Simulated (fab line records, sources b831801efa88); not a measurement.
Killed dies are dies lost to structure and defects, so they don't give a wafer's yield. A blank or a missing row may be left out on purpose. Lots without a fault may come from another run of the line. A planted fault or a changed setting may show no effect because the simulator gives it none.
fab line records | flow sky130
record lots=6 wafers=18 last_day=50
route steps=708 shown VT_ADJUST_HVTR@139 VT_ADJUST_PCH@143 PAD_OPEN@708
lots that met no fault: from a run of the same line without faults
start_h: hours from the record's first day to the start of the lot's first wafer shown | wait_h: hours since the lot's step before | " the same as in the row above | L1.1+2: a row that stands for several wafers | - no value, or no start given | * or withheld: withheld | < > ~ a bound
route shown NAME@n: a module of which the file shows steps, and the number in the route of the first | usual: mean/standard deviation of fault-free wafers | same: alike in all rows | chamber/n: place in a boat | sites: the reading at each site | _std_site: their standard deviation | _edge_site: outer sites' mean less inner sites' | radius_mm: how far each site lies from the wafer's centre | mask NAME#n: copy n | behind: the tool/chamber that last shaped the wafer | hold: why the lot was held/for how many hours/how that ended | device: the transistor (n, p or np) that didn't switch | end of line: the same wafers' tests at the end of the route | a step without rows: its recipe alone | killed: dies lost to structure and defects at the first sort, not the wafer's yield | map: a wafer's dies, x killed, . not, _ none there
set.NAME: the setting as run; set.NAME@STEP: as run at that earlier step | model.NAME: the simulator's own value behind a step, which no gauge read
lots at some steps of the route; a table a step, a row a wafer
services: from which hour (start_h, from the record's first day; less than 0 if before it) a tool's chamber was out of use, for how many hours, and why
## steps
# step SKY_VT_ADJUST_HVTR_OVL_MEAS_08
# usual VT_ADJUST_HVTR_OVL=0.1/1.8
# columns lot.wafer tool chamber start_h wait_h VT_ADJUST_HVTR_OVL[nm]
L943.1 overlay-01 - 211.45 0.1 0.5
L943.2 " - " " 1.0
L943.6 " - " " -1.1
L949.1 overlay-02 - 254.05 0.1 1.5
L949.4 " - " " 0.8
L949.6 " - " " 0.4
L950.3 overlay-01 - 259.26 0.1 0.3
L950.5 " - " " 2.2
L950.6 " - " " 0.0
L951.2 overlay-01 - 272.86 0.1 2.5
L951.3 " - " " 2.0
L951.5 " - " " 1.9
L960.1 overlay-02 - 338.45 0.1 -0.8
L960.2 " - " " 0.3
L960.4 " - " " 0.4
L965.1 overlay-01 - 369.60 0.1 -3.5
L965.2 " - " " -4.4
L965.5 " - " " -3.0
# step SKY_VT_ADJUST_HVTR_IMPLANT_09
# recipe species=B energy_kev=10 dose_cm2=2.1e+12 tilt_deg=withheld
# step SKY_VT_ADJUST_HVTR_STRIP_10
# recipe chemistry=O2/N2 power_w=1400 pressure_mtorr=1500 platen_temp_c=withheld o2_flow_sccm=3000 n2_flow_sccm=300 overash_fraction=0.5
# usual drypump_motor_current_A=5.6/0.57 oes_product_au=0.716/0.0045 strip_time_to_endpoint_s=14.19/0.045
# columns lot.wafer tool chamber start_h wait_h drypump_motor_current_A oes_product_au rf_hours_counter_h strip_time_to_endpoint_s
L943.1 plasma_asher-01 0 211.64 0.1 5.5 0.720 53 14.16
L943.2 " 1 " " 6.3 0.713 53 14.15
L943.6 " 0 " " 5.5 0.715 - 14.15
L949.1 plasma_asher-04 1 254.24 0.1 5.5 0.716 13 14.23
L949.4 " 0 " " 5.0 0.711 - 14.21
L949.6 " 1 " " 5.4 0.708 - 14.18
L950.3 plasma_asher-04 0 259.47 0.1 5.0 0.715 - 14.24
L950.5 " 1 " " 5.4 0.718 - 14.22
L950.6 " 0 " " 5.0 0.711 - 14.20
L951.2 plasma_asher-04 0 273.04 0.1 5.0 0.724 15 14.14
L951.3 " 0 " " 5.0 0.707 - 14.18
L951.5 " 0 " " 5.0 0.719 - 14.16
L960.1 plasma_asher-03 1 338.64 0.1 6.8 0.719 63 14.21
L960.2 " 0 " " 5.7 0.713 63 14.28
L960.4 " 1 " " 6.8 0.720 - 14.24
L965.1 plasma_asher-01 1 369.79 0.1 6.3 0.719 69 14.21
L965.2 " 0 " " 5.4 0.724 69 14.22
L965.5 " 1 " " 6.3 0.712 - 14.18
# step SKY_VT_ADJUST_HVTR_TW_MEAS_11
# usual VT_ADJUST_HVTR_TW=212/3.2
# columns lot.wafer tool chamber start_h wait_h VT_ADJUST_HVTR_TW
L943.1 film_metro-02 - 211.74 0.1 210
L943.2 " - " " 212
L943.6 " - " " 211
L949.1 film_metro-02 - 254.34 0.1 210
L949.4 " - " " 212
L949.6 " - " " 212
L950.3 film_metro-03 - 259.56 0.1 215
L950.5 " - " " 216
L950.6 " - " " 215
L951.2 film_metro-01 - 273.15 0.1 209
L951.3 " - " " 208
L951.5 " - " " 208
L960.1 film_metro-03 - 338.74 0.1 216
L960.2 " - " " 215
L960.4 " - " " 215
L965.1 film_metro-03 - 369.89 0.1 215
L965.2 " - " " 216
L965.5 " - " " 215
# step SKY_VT_ADJUST_PCH_DEHYDRATE_00
# recipe temp_c=200 time_s=60
# step SKY_VT_ADJUST_PCH_HMDS_01
# recipe prime_time_s=60 prime_temp_c=120
# step SKY_VT_ADJUST_PCH_COAT_02
# recipe spin_rpm=2000 resist_thk_nm=3000
# step SKY_VT_ADJUST_PCH_SOFTBAKE_03
# recipe temp_c=110 time_s=withheld
# step SKY_VT_ADJUST_PCH_EXPOSE_04
# recipe mask_id=NWM na=0.6 source_shape=conventional sigma_outer=0.6 polarization=unpolarized target_cd_nm=840 dose_mj=255
# step SKY_VT_ADJUST_PCH_PEB_05
# recipe temp_c=115 time_s=withheld
# step SKY_VT_ADJUST_PCH_DEVELOP_06
# recipe wall_angle_deg=90 developer=TMAH develop_time_s=60 dev_temp_c=23
# step SKY_VT_ADJUST_PCH_OVL_MEAS_07
# usual VT_ADJUST_PCH_OVL=0.6/1.4
# columns lot.wafer tool chamber start_h wait_h VT_ADJUST_PCH_OVL[nm]
L943.1 overlay-01 - 234.20 - 3.3
L943.2 " - " " 4.2
L943.6 " - " " 2.4
L949.1 overlay-02 - 278.60 - 1.3
L949.4 " - " " 1.2
L949.6 " - " " 0.6
L950.3 overlay-01 - 283.78 - 1.4
L950.5 " - " " 0.8
L950.6 " - " " -1.1
L951.2 overlay-01 - 298.67 - 2.5
L951.3 " - " " 1.0
L951.5 " - " " -0.5
L960.1 overlay-02 - 366.50 - 1.3
L960.2 " - " " 1.9
L960.4 " - " " 0.5
L965.1 overlay-01 - 398.81 - 1.5
L965.2 " - " " 1.0
L965.5 " - " " 1.4
# step SKY_VT_ADJUST_PCH_IMPLANT_08
# recipe species=B energy_kev=10 dose_cm2=5e+11 tilt_deg=withheld
# usual beam_on_s=10.01/0.2 end_station_pressure_torr=4.98e-06/2.7e-07 faraday_current_uA=2.82/0.055
# columns lot.wafer tool chamber start_h wait_h beam_on_s end_station_pressure_torr faraday_current_uA
L943.1 implanter-03 0 234.24 0.0 10.54 4.61e-06 2.67
L943.2 " 0 " " 9.75 4.62e-06 2.90
L943.6 " 0 " " 9.96 5.17e-06 2.85
L949.1 implanter-03 0 278.77 0.2 9.95 4.98e-06 2.83
L949.4 " 0 " " 10.03 5.23e-06 2.81
L949.6 " 0 " " 9.73 4.93e-06 2.89
L950.3 implanter-03 0 283.85 0.1 12.52 0.00010331 2.27
L950.5 " 0 " " 12.78 9.399e-05 2.23
L950.6 " 0 " " 12.31 0.00011382 2.31
L951.2 implanter-03 0 298.72 0.0 12.50 0.00011043 2.28
L951.3 " 0 " " 12.88 0.00011292 2.22
L951.5 " 0 " " 12.58 0.00010883 2.26
L960.1 implanter-03 0 366.54 0.0 9.82 5.02e-06 2.87
L960.2 " 0 " " 9.90 5.39e-06 2.85
L960.4 " 0 " " 9.84 4.57e-06 2.86
L965.1 implanter-04 0 398.85 0.0 10.22 5.01e-06 2.77
L965.2 " 0 " " 10.06 4.93e-06 2.81
L965.5 " 0 " " 10.07 4.91e-06 2.81
# step SKY_VT_ADJUST_PCH_STRIP_09
# recipe chemistry=O2/N2 power_w=1400 pressure_mtorr=1500 platen_temp_c=withheld o2_flow_sccm=3000 n2_flow_sccm=300 overash_fraction=0.5
# usual drypump_motor_current_A=5.7/0.5 oes_product_au=0.722/0.0043 strip_time_to_endpoint_s=36.95/0.1
# columns lot.wafer tool chamber start_h wait_h drypump_motor_current_A oes_product_au rf_hours_counter_h strip_time_to_endpoint_s
L943.1 plasma_asher-02 1 234.39 0.1 6.2 0.724 43 36.94
L943.2 " 0 " " 6.3 0.720 43 36.89
L943.6 " 1 " " 6.1 0.717 - 36.90
L949.1 plasma_asher-04 0 278.92 0.1 5.0 0.722 16 37.01
L949.4 " 1 " " 5.4 0.716 - 37.02
L949.6 " 0 " " 5.0 0.713 - 37.06
L950.3 plasma_asher-04 1 283.98 0.1 5.4 0.724 - 36.90
L950.5 " 0 " " 5.0 0.719 - 36.83
L950.6 " 1 " " 5.4 0.720 - 36.91
L951.2 plasma_asher-01 1 298.85 0.1 6.2 0.719 62 37.04
L951.3 " 1 " " 6.2 0.717 - 37.03
L951.5 " 1 " " 6.2 0.725 - 36.85
L960.1 plasma_asher-01 1 366.69 0.1 6.2 0.715 69 36.87
L960.2 " 0 " " 5.4 0.725 69 36.84
L960.4 " 0 " " 5.5 0.723 - 36.92
L965.1 plasma_asher-04 1 399.00 0.1 5.4 0.718 27 37.02
L965.2 " 0 " " 5.0 0.721 27 36.93
L965.5 " 1 " " 5.4 0.712 - 36.92
# step SKY_VT_ADJUST_PCH_TW_MEAS_10
# usual VT_ADJUST_PCH_TW=141.9/0.95
# columns lot.wafer tool chamber start_h wait_h hold VT_ADJUST_PCH_TW
L943.1 film_metro-02 - 234.49 0.1 - 141.9
L943.2 " - " " - 141.6
L943.6 " - " " - 141.8
L949.1 film_metro-01 - 279.02 0.1 - 141.1
L949.4 " - " " - 141.6
L949.6 " - " " - 141.6
L950.3 film_metro-04 - 284.07 0.1 await_dispo/0.2h/release 150.8
L950.5 " - " " await_dispo/0.2h/release 150.8
L950.6 " - " " await_dispo/0.2h/release 150.9
L950.3 film_metro-04 - 284.30 0.2 - 150.1
L950.5 " - " " - 150.7
L950.6 " - " " - 150.5
L951.2 film_metro-04 - 298.96 0.1 await_dispo/0.2h/release 149.8
L951.3 " - " " await_dispo/0.2h/release 149.9
L951.5 " - " " await_dispo/0.2h/release 150.0
L951.2 film_metro-04 - 299.27 0.3 - 149.7
L951.3 " - " " - 150.4
L951.5 " - " " - 149.7
L960.1 film_metro-02 - 366.79 0.1 - 143.8
L960.2 " - " " - 143.2
L960.4 " - " " - 143.3
L965.1 film_metro-02 - 399.10 0.1 - 141.5
L965.2 " - " " - 141.8
L965.5 " - " " - 141.4
# step SKY_PAD_OPEN_PROBE_99
# usual killed_at_M0_to_M3=44/7.4 killed_at_M4_up=3.2/1.8 killed_at_contacts=25/5.2 killed_at_front_end=15/4.5 killed_at_other=0.2/0.43 killed_dies=87/9.6 killed_open=48/7.6 killed_short=40/5.7
# same gross_dies=492 killed_at_back_side=0
# columns lot.wafer tool chamber start_h wait_h killed_at_M0_to_M3 killed_at_M4_up killed_at_contacts killed_at_front_end killed_at_other killed_dies killed_open killed_short model.etest.pfet_g5v0d10v5.off_log10_a_um model.etest.pfet_01v8_lvt.off_log10_a_um model.etest.pfet_g5v0d10v5.vt_sat_v model.etest.pfet_16v.vt_v model.etest.pfet_g5v0d10v5.vt_v model.etest.pfet_g5v0d10v5.vt_long_v model.etest.pfet_01v8_lvt.vt_sat_v model.etest.pfet_01v8_lvt.vt_v
L943.1 prober-02 - 1082.51 0.1 50 6 21 12 0 89 49 40 -12.72 -8.693 -0.6486 -1.084 -0.8401 -0.9167 -0.4258 -0.5229
L943.2 prober-02 - 1082.56 0.1 40 0 25 14 0 79 42 37 -12.49 -8.683 -0.6246 -1.088 -0.8156 -0.9223 -0.4301 -0.5269
L943.6 prober-02 - 1082.76 0.2 40 2 28 18 0 88 59 29 -12.62 -8.821 -0.6418 -1.093 -0.8335 -0.919 -0.44 -0.5329
L949.1 prober-02 - 1118.74 0.1 52 0 27 16 0 95 52 43 -12.22 -8.879 -0.6048 -1.117 -0.8013 -0.9443 -0.4456 -0.5382
L949.4 prober-02 - 1118.89 0.2 46 1 30 19 0 96 51 45 -12.73 -8.922 -0.6724 -1.123 -0.8633 -0.9534 -0.4472 -0.5351
L949.6 prober-02 - 1118.99 0.2 44 2 25 15 0 86 51 35 -13 -8.766 -0.686 -1.11 -0.8779 -0.9334 -0.4435 -0.5333
L950.3 prober-01 - 1125.43 0.2 27 1 29 19 0 76 41 35 -11.99 -8.042 -0.5845 -1.026 -0.791 -0.8647 -0.3726 -0.4704
L950.5 prober-01 - 1125.53 0.2 41 6 18 24 0 89 50 39 -11.58 -8.227 -0.5408 -1.015 -0.7439 -0.859 -0.3835 -0.4787
L950.6 prober-01 - 1125.58 0.2 45 4 11 27 0 87 46 41 -11.93 -8.055 -0.5673 -1.015 -0.7744 -0.8529 -0.3813 -0.4745
L951.2 prober-02 - 1137.90 0.1 49 2 14 18 1 84 43 41 -11.84 -8.433 -0.5744 -1.057 -0.7872 -0.8934 -0.4055 -0.5014
L951.3 prober-02 - 1137.95 0.2 42 3 26 12 0 83 51 32 -11.64 -8.418 -0.5532 -1.043 -0.7662 -0.8826 -0.4024 -0.4984
L951.5 prober-02 - 1138.05 0.2 53 3 21 18 0 95 53 42 -11.86 -8.276 -0.5644 -1.046 -0.7809 -0.8884 -0.4022 -0.4958
L960.1 prober-01 - 1179.35 0.1 53 4 24 9 0 90 44 46 -12.66 -8.885 -0.6302 -1.099 -0.8268 -0.927 -0.4408 -0.5312
L960.2 prober-01 - 1179.40 0.1 62 5 37 12 0 116 64 52 -12.48 -8.743 -0.6237 -1.093 -0.827 -0.9252 -0.436 -0.5274
L960.4 prober-01 - 1179.50 0.2 67 4 27 13 0 111 62 49 -12.64 -8.934 -0.6529 -1.107 -0.8557 -0.9368 -0.4408 -0.5329
L965.1 prober-02 - 1195.98 0.1 58 1 23 15 0 97 49 48 -12.53 -8.927 -0.6287 -1.092 -0.8233 -0.9244 -0.4456 -0.5361
L965.2 prober-02 - 1196.03 0.1 46 1 18 15 0 80 46 34 -12.55 -8.749 -0.6221 -1.093 -0.8164 -0.927 -0.4333 -0.5278
L965.5 prober-02 - 1196.18 0.2 47 4 23 10 0 84 47 37 -12.65 -8.869 -0.6399 -1.097 -0.8382 -0.9279 -0.4392 -0.5315
# killed by level:class
L943.1 VIA1:geometric_particle:open=10 CONTACT:geometric_particle:open=7 METAL2:geometric_particle:short=7 LI_CONTACT:geometric_particle:open=6 METAL1:geometric_particle:short=6 VIA2:geometric_particle:open=5 POLY_GATE:geometric_particle:open=4 LOCAL_INTERCONNECT:geometric_particle:short=4
L943.2 CONTACT:geometric_particle:open=10 LI_CONTACT:geometric_particle:open=7 VIA1:geometric_particle:short=7 FIELD_ISO:geometric_particle:short=6 VIA2:geometric_particle:open=6 METAL2:geometric_particle:short=5 VIA3:geometric_particle:open=5 CONTACT:geometric_particle:short=4
L943.6 VIA1:geometric_particle:open=13 CONTACT:geometric_particle:open=10 VIA3:geometric_particle:open=10 LI_CONTACT:geometric_particle:open=9 FIELD_ISO:geometric_particle:open=5 METAL1:geometric_particle:short=5 SPACER:geometric_particle:open=4 LOCAL_INTERCONNECT:geometric_particle:short=4
L949.1 VIA1:geometric_particle:open=20 METAL1:geometric_particle:short=9 LI_CONTACT:geometric_particle:open=8 METAL2:geometric_particle:short=7 LOCAL_INTERCONNECT:geometric_particle:short=6 FIELD_ISO:geometric_particle:short=5 CONTACT:geometric_particle:short=5 CONTACT:geometric_particle:open=5
L949.4 VIA1:geometric_particle:open=13 CONTACT:geometric_particle:open=9 LI_CONTACT:geometric_particle:open=8 METAL2:geometric_particle:short=8 FIELD_ISO:geometric_particle:open=6 POLY_GATE:geometric_particle:short=5 VIA2:geometric_particle:open=5 LOCAL_INTERCONNECT:geometric_particle:short=5
L949.6 CONTACT:geometric_particle:open=12 VIA1:geometric_particle:open=9 VIA2:geometric_particle:open=9 LI_CONTACT:geometric_particle:open=7 POLY_GATE:geometric_particle:open=6 METAL1:geometric_particle:short=6 METAL2:geometric_particle:short=5 VIA3:geometric_particle:short=5
L950.3 CONTACT:geometric_particle:open=10 VIA1:geometric_particle:open=8 CONTACT:geometric_particle:short=7 LI_CONTACT:geometric_particle:open=6 FIELD_ISO:geometric_particle:short=5 POLY_GATE:geometric_particle:open=5 METAL3:geometric_particle:short=5 POLY_GATE:geometric_particle:short=4
L950.5 VIA1:geometric_particle:open=10 CONTACT:geometric_particle:open=9 VIA2:geometric_particle:open=8 POLY_GATE:geometric_particle:open=7 POLY_GATE:geometric_particle:short=7 METAL2:geometric_particle:short=4 VIA3:geometric_particle:short=4 LOCAL_INTERCONNECT:geometric_particle:short=3
L950.6 VIA1:geometric_particle:open=10 POLY_GATE:geometric_particle:short=8 METAL2:geometric_particle:short=7 FIELD_ISO:geometric_particle:open=6 POLY_GATE:geometric_particle:open=6 LI_CONTACT:geometric_particle:open=5 METAL3:geometric_particle:short=5 VIA3:geometric_particle:open=5
L951.2 VIA1:geometric_particle:open=13 FIELD_ISO:geometric_particle:short=8 METAL2:geometric_particle:short=6 METAL1:geometric_particle:short=6 VIA2:geometric_particle:open=6 VIA1:geometric_particle:short=5 LI_CONTACT:geometric_particle:open=5 CONTACT:geometric_particle:short=4
L951.3 VIA1:geometric_particle:open=11 CONTACT:geometric_particle:open=10 VIA2:geometric_particle:open=7 LI_CONTACT:geometric_particle:open=6 VIA3:geometric_particle:open=6 LOCAL_INTERCONNECT:geometric_particle:short=5 VIA1:geometric_particle:short=5 POLY_GATE:geometric_particle:short=4
L951.5 METAL2:geometric_particle:short=12 VIA3:geometric_particle:open=9 VIA1:geometric_particle:open=8 CONTACT:geometric_particle:open=8 POLY_GATE:geometric_particle:open=5 METAL1:geometric_particle:short=5 FIELD_ISO:geometric_particle:open=4 VIA3:geometric_particle:short=4
L960.1 CONTACT:geometric_particle:open=11 METAL1:geometric_particle:short=10 VIA1:geometric_particle:open=8 VIA3:geometric_particle:open=7 LOCAL_INTERCONNECT:geometric_particle:short=5 METAL2:geometric_particle:short=5 VIA2:geometric_particle:short=5 LI_CONTACT:geometric_particle:open=4
L960.2 VIA1:geometric_particle:open=13 VIA2:geometric_particle:open=11 VIA1:geometric_particle:short=10 VIA3:geometric_particle:open=9 LOCAL_INTERCONNECT:geometric_particle:short=8 CONTACT:geometric_particle:open=8 LI_CONTACT:geometric_particle:open=7 LOCAL_INTERCONNECT:geometric_particle:open=5
L960.4 VIA1:geometric_particle:open=17 CONTACT:geometric_particle:open=10 VIA3:geometric_particle:short=10 METAL2:geometric_particle:short=9 LI_CONTACT:geometric_particle:open=8 VIA2:geometric_particle:open=8 VIA3:geometric_particle:open=7 LOCAL_INTERCONNECT:geometric_particle:short=6
L965.1 VIA1:geometric_particle:open=12 METAL1:geometric_particle:short=9 LI_CONTACT:geometric_particle:open=7 VIA2:geometric_particle:open=7 VIA3:geometric_particle:open=7 CONTACT:geometric_particle:open=5 VIA1:geometric_particle:short=5 METAL2:geometric_particle:short=5
L965.2 VIA1:geometric_particle:open=10 VIA3:geometric_particle:open=6 CONTACT:geometric_particle:open=6 METAL1:geometric_particle:short=6 VIA1:geometric_particle:short=6 LI_CONTACT:geometric_particle:open=5 METAL3:geometric_particle:short=5 FIELD_ISO:geometric_particle:open=4
L965.5 VIA1:geometric_particle:open=14 CONTACT:geometric_particle:open=10 METAL2:geometric_particle:short=7 VIA2:geometric_particle:short=6 VIA3:geometric_particle:open=6 LOCAL_INTERCONNECT:geometric_particle:short=5 METAL3:geometric_particle:short=4 FIELD_ISO:geometric_particle:open=3
## services
# columns tool chamber start_h hours kind
plasma_asher-04 - 199.24 2.8 pm
implanter-03 - 209.59 3.6 pm
implanter-04 - 212.20 6.6 repair
plasma_asher-04 - 217.45 0.4 repair
plasma_asher-03 - 226.55 4.0 repair
plasma_asher-03 - 245.89 2.5 repair
plasma_asher-01 - 261.90 2.4 repair
implanter-04 - 265.60 0.7 repair
plasma_asher-03 - 269.32 1.4 repair
plasma_asher-02 - 272.30 10.8 repair
plasma_asher-03 - 314.18 2.8 pm
implanter-03 - 338.81 3.9 repair
implanter-04 - 370.68 4.1 repair
plasma_asher-02 - 378.95 1.7 repair
plasma_asher-03 - 386.08 3.9 repair
implanter-03 - 386.71 0.6 repair
## key
first_sign step=SKY_VT_ADJUST_PCH_IMPLANT_08 reading=end_station_pressure_torr direction=up sigmas=99+ usual=4.98e-06 struck=0.00010722
effect step=SKY_VT_ADJUST_PCH_IMPLANT_08 reading=beam_on_s direction=up sigmas=13 usual=10.01 struck=12.59
effect step=SKY_VT_ADJUST_PCH_TW_MEAS_10 reading=visit direction=added
effect step=SKY_VT_ADJUST_PCH_TW_MEAS_10 reading=VT_ADJUST_PCH_TW direction=up sigmas=8.9 usual=141.9 struck=150.4
model_effect step=SKY_PAD_OPEN_PROBE_99 value=etest.pfet_g5v0d10v5.off_log10_a_um without=-12.43 struck=-11.81
met_at SKY_VT_ADJUST_PCH_IMPLANT_08
struck_wafers L950.3,L950.5,L950.6,L951.2,L951.3,L951.5
tester_left_out L950,L951
onset_between 278.77 283.85
fault kind=process_parameter_drift tool=implanter-03 chamber=- onset_h=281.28 steps=SKY_VT_ADJUST_PCH_IMPLANT_08 channel=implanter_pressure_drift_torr offset=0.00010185 shape=step end_h=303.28
fault kind=process_parameter_drift tool=implanter-03 chamber=- onset_h=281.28 steps=SKY_VT_ADJUST_PCH_IMPLANT_08 channel=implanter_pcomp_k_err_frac offset=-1 shape=step end_h=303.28
# tester_left_out: of these lots the tester's yield and bins aren't shown, on N5 and GAA mostly nor the transistor test; their killed dies are dies lost to structure and defects alone, not to doping, threshold or leakage, so they don't give the yield
